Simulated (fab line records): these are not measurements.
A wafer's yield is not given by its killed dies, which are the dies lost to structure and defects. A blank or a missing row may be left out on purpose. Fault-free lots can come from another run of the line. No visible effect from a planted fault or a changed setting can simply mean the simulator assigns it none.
What tool caused it? ; flow sky130 ; 10 lots, 30 wafers sampled, at 2 steps of a route of 708

WHAT THE GAUGES SHOWED, per wafer
SKY_VIA3_RS_MEAS_22: measurement is done with a four-point probe.
lot;measured;on;VIA3_W_RS (ohm/sq)
L714;day 40 21:52;film_metro-04;0.285 0.292 0.296
L716;day 41 00:26;film_metro-02;0.293 0.294 0.295
L719;day 41 18:14;film_metro-04;0.298 0.296 0.292
L721;day 42 04:31;film_metro-02;0.288 0.294 0.291
L725;day 43 11:59;film_metro-03;0.284 0.293 0.288
L727;day 44 07:49;film_metro-04;0.293 0.294 0.294
L728;day 44 09:37;film_metro-04;0.288 0.290 0.293
L729;day 44 15:12;film_metro-04;0.292 0.286 0.284
L730;day 44 17:16;film_metro-03;0.289 0.287 0.292
L734;day 45 12:43;film_metro-04;0.298 0.291 0.297

EACH LOT AND THE TOOL THAT RAN IT (in order: tool; ch and the chambers of the sampled wafers; start)
lot;SKY_METAL3_METAL_ETCH_18
L714;rie_metal-02 ch 0,1, day 39 19:43
L716;rie_metal-02 ch 0,1, day 39 21:50
L719;rie_metal-03 ch 0,1, day 40 15:11
L721;rie_metal-03 ch 0,1, day 41 03:53
L725;rie_metal-03 ch 0,1, day 42 09:58
L727;rie_metal-02 ch 0,1, day 43 05:26
L728;rie_metal-04 ch 0,1, day 43 07:26
L729;rie_metal-04 ch 1, day 43 13:58
L730;rie_metal-02 ch 0,1, day 43 15:09
L734;rie_metal-04 ch 0,1, day 44 12:32
- SKY_METAL3_METAL_ETCH_18: etches the open film in Cl2/BCl3, stops on SiO2, target depth 845 nm, time 183.1 s.

AS READ BY THE TOOLS THEMSELVES (means over the sampled wafers that have a number; for cases with no such wafer, the mark the record gives instead)
SKY_METAL3_METAL_ETCH_18.
lot;tool;bcl3_flow_sccm (sccm);bias_w (W);drypump_motor_current_A (A);he_backside_leak_sccm (sccm);mfc_cl2_sccm (sccm);oes_product_au (a.u.);throttle_valve_pct (%)
L714;rie_metal-02;30.09;48.54;5.7;3.4;60.05;0.870;22.265
L716;rie_metal-02;30.03;48.58;5.9;3.5;59.91;0.859;22.267
L719;rie_metal-03;29.98;48.43;5.3;4.2;59.84;0.864;22.267
L721;rie_metal-03;30.07;48.40;5.3;3.1;60.10;0.859;22.257
L725;rie_metal-03;29.96;48.36;5.4;3.7;59.96;0.866;22.265
L727;rie_metal-02;29.91;48.52;5.7;3.4;59.92;0.863;22.261
L728;rie_metal-04;29.97;48.64;6.0;3.3;60.14;0.862;22.264
L729;rie_metal-04;30.02;48.51;5.7;3.2;60.03;0.861;22.262
L730;rie_metal-02;29.95;48.39;5.9;3.5;59.86;0.865;22.268
L734;rie_metal-04;30.06;48.47;5.9;3.3;60.02;0.862;22.270

THE ANSWER, worked out from the rows above alone
Rule: the usual values come from the lots themselves. The widest of any qualifying gaps counts: lots, ordered by their means at a reading, are off when they make up no more than a third of the lots, leave a main group of 4 or more, and stand apart from it by 3 or more times the standard deviation of that group's means. Not used: any main group whose means are identical at the precision the tables above print for the reading. A lot without any number at a reading at which 4 lots or more have one is off too. All remaining lots with rows at the step are treated as sound. The gauges are gone through in route order, then the tools' own readings, and for those a lot's mean is taken as printed above. The first step at which some lot is off is used, and at that step the reading that is off furthest; a lot without a number counts as furthest.
None of the lots is off at any reading shown; this tells nothing.

WHAT HAD BEEN PUT IN BY THE SIMULATOR
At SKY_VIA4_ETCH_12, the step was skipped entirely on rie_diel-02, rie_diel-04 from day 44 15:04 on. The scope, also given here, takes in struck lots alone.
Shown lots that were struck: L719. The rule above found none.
